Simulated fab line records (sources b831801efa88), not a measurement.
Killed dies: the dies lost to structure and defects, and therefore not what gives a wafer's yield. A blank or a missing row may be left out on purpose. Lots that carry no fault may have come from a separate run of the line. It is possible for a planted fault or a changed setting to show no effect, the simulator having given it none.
Which tool was responsible? | flow sky130 | 12 lots, 36 wafers sampled, at 5 steps of a route of 708

WHAT THE GAUGES SHOWED, per wafer
SKY_FIELD_ISO_BOW_MEAS_00.
lot  | measured    | on            | INCOMING_BOW (um)
L797 | day 1 10:01 | film_metro-03 | -3 -4 -7
L798 | day 1 15:01 | film_metro-04 | -6 1 -1
L799 | day 1 20:00 | film_metro-03 | 5 14 -9
L802 | day 2 11:00 | film_metro-02 | 13 -6 3
L803 | day 2 16:00 | film_metro-03 | -4 7 4
L804 | day 2 21:01 | film_metro-04 | 0 7 -2
L810 | day 4 03:01 | film_metro-04 | 1 -11 -5
L811 | day 4 08:02 | film_metro-03 | -12 -4 1
L812 | day 4 13:02 | film_metro-03 | 4 1 14
L816 | day 5 09:00 | film_metro-04 | -3 7 -3
L818 | day 5 19:04 | film_metro-03 | 3 4 5
L820 | day 6 05:00 | film_metro-02 | 3 -5 -11

SKY_DNWELL_TW_MEAS_09.
lot  | measured    | on            | DNWELL_TW
L797 | day 3 06:56 | film_metro-04 | 1120 1123 1123
L798 | day 3 14:16 | film_metro-04 | 1132 1130 1131
L799 | day 3 19:29 | film_metro-04 | 1123 1120 1118
L802 | day 4 08:46 | film_metro-04 | 1123 1122 1117
L803 | day 4 15:16 | film_metro-02 | 1121 1120 1119
L804 | day 4 22:26 | film_metro-02 | 1123 1114 1122
L810 | day 6 01:29 | film_metro-04 | 1116 1118 1117
L811 | day 6 07:36 | film_metro-02 | 1171 1170 1172
L812 | day 6 14:17 | film_metro-02 | 1175 1165 1165
L816 | day 7 10:22 | film_metro-02 | 1100 1113 1103
L818 | day 7 21:56 | film_metro-01 | 1124 1116 1117
L820 | day 8 16:19 | film_metro-02 | 1116 1121 1112

SKY_LDD_N_TW_MEAS_17.
lot  | measured     | on            | LDD_N_TW
L797 | day 17 16:47 | film_metro-03 | 2551 2566 2549
L798 | day 18 08:45 | film_metro-03 | 2525 2531 2533
L799 | day 18 19:41 | film_metro-03 | 2533 2541 2539
L802 | day 20 01:47 | film_metro-03 | 2548 2569 2554
L803 | day 20 10:35 | film_metro-02 | 2587 2607 2595
L804 | day 20 22:28 | film_metro-03 | 2553 2553 2544
L810 | day 22 20:45 | film_metro-03 | 2528 2531 2534
L811 | day 23 04:35 | film_metro-03 | 2521 2522 2522
L812 | day 23 17:40 | film_metro-03 | 2550 2533 2537
L816 | day 24 19:12 | film_metro-03 | 2551 2540 2527
L818 | day 25 22:27 | film_metro-04 | 2586 2576 2579
L820 | day 26 15:19 | film_metro-04 | 2597 2574 2578

TOOL THAT RAN EACH LOT (tool first, then ch and the chambers of the sampled wafers, then the start)
lot  | SKY_DNWELL_IMPLANT_07          | SKY_SONOS_ONO_STRIP_17
L797 | implanter-01 ch 0, day 3 06:43 | plasma_asher-02 ch 0,1, day 12 14:53
L798 | implanter-04 ch 0, day 3 14:02 | plasma_asher-04 ch 0,1, day 13 03:58
L799 | implanter-04 ch 0, day 3 19:14 | plasma_asher-04 ch 0,1, day 13 17:50
L802 | implanter-02 ch 0, day 4 08:31 | plasma_asher-03 ch 0,1, day 14 13:29
L803 | implanter-01 ch 0, day 4 15:01 | plasma_asher-04 ch 0, day 15 00:06
L804 | implanter-01 ch 0, day 4 22:13 | plasma_asher-03 ch 0,1, day 15 09:41
L810 | implanter-01 ch 0, day 6 01:16 | plasma_asher-02 ch 0,1, day 17 05:38
L811 | implanter-04 ch 0, day 6 07:23 | plasma_asher-03 ch 0,1, day 17 11:10
L812 | implanter-04 ch 0, day 6 14:04 | plasma_asher-04 ch 0,1, day 17 23:55
L816 | implanter-01 ch 0, day 7 10:07 | plasma_asher-02 ch 0,1, day 19 06:14
L818 | implanter-01 ch 0, day 7 21:44 | plasma_asher-02 ch 0,1, day 20 04:18
L820 | implanter-01 ch 0, day 8 16:04 | plasma_asher-03 ch 0,1, day 21 04:40
- SKY_DNWELL_IMPLANT_07
- SKY_SONOS_ONO_STRIP_17: strips in O2/N2.

AS READ BY THE TOOLS THEMSELVES (means over the sampled wafers that have a number; for cases with no such wafer, the mark the record gives instead)
SKY_SONOS_ONO_STRIP_17.
lot  | tool            | chamber_pressure_mTorr (mTorr) | drypump_motor_current_A (A) | n2_flow_sccm (sccm) | oes_product_au (a.u.) | strip_time_to_endpoint_s (s)
L797 | plasma_asher-02 | 1500.6                         | 5.6                         | 300.0               | 0.712                 | 14.081
L798 | plasma_asher-04 | 1502.4                         | 5.3                         | 299.4               | 0.711                 | 14.093
L799 | plasma_asher-04 | 1500.2                         | 5.3                         | 299.3               | 0.707                 | 14.086
L802 | plasma_asher-03 | 1501.0                         | 5.4                         | 300.4               | 0.706                 | 14.077
L803 | plasma_asher-04 | 1500.1                         | 6.2                         | 301.2               | 0.705                 | 14.116
L804 | plasma_asher-03 | 1501.9                         | 5.2                         | 299.9               | 0.711                 | 14.093
L810 | plasma_asher-02 | 1500.2                         | 5.3                         | 300.8               | 0.711                 | 14.080
L811 | plasma_asher-03 | 1500.3                         | 5.4                         | 299.4               | 0.708                 | 14.087
L812 | plasma_asher-04 | 1498.2                         | 5.3                         | 298.9               | 0.707                 | 14.067
L816 | plasma_asher-02 | 1500.2                         | 5.6                         | 300.5               | 0.712                 | 14.113
L818 | plasma_asher-02 | 1500.1                         | 5.5                         | 299.5               | 0.711                 | 14.095
L820 | plasma_asher-03 | 1499.7                         | 5.4                         | 299.8               | 0.713                 | 14.080

THE ANSWER, worked out from the rows above alone
Rule: the lots themselves supply what counts as usual. Put in order of their means at a reading, lots are off if they are a third of the lots or fewer, leave a main group of 4 or more, and stand apart from it by a gap of 3 or more times the standard deviation of the main group's means; of several such gaps the widest counts. The tables above print the reading to a certain number of digits; a main group whose means all agree to those digits is not used. Also off: a lot with no number at a reading for which 4 or more lots have one. Where the step has rows for the other lots, those lots are counted as sound. The gauges are gone through in route order, then the tools' own readings, and for those a lot's mean is taken as printed above. At the first step where some lot is off, the reading lying furthest off is the one used; lots without a number count as furthest.
Off: at SKY_DNWELL_TW_MEAS_09 (DNWELL_TW), L811, L812. The main group: mean 1119, standard deviation 6.
A tool fits if, at a process step before that reading, it ran every lot that is off, and no sound lot after the first of them. The gauges at SKY_DNWELL_TW_MEAS_09 are tried like those tools. One fits: SKY_DNWELL_IMPLANT_07 on implanter-04. Its last sound lot is L799 (day 3 19:14), its first lot that is off L811 (day 6 07:23): a fault that began between those two fits.

WHAT WAS PUT IN BY THE SIMULATOR
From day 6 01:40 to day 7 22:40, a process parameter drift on implanter-04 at SKY_DNWELL_IMPLANT_07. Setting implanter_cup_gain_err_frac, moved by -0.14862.
Shown lots that were struck: L811, L812. Same finding as the rule above.
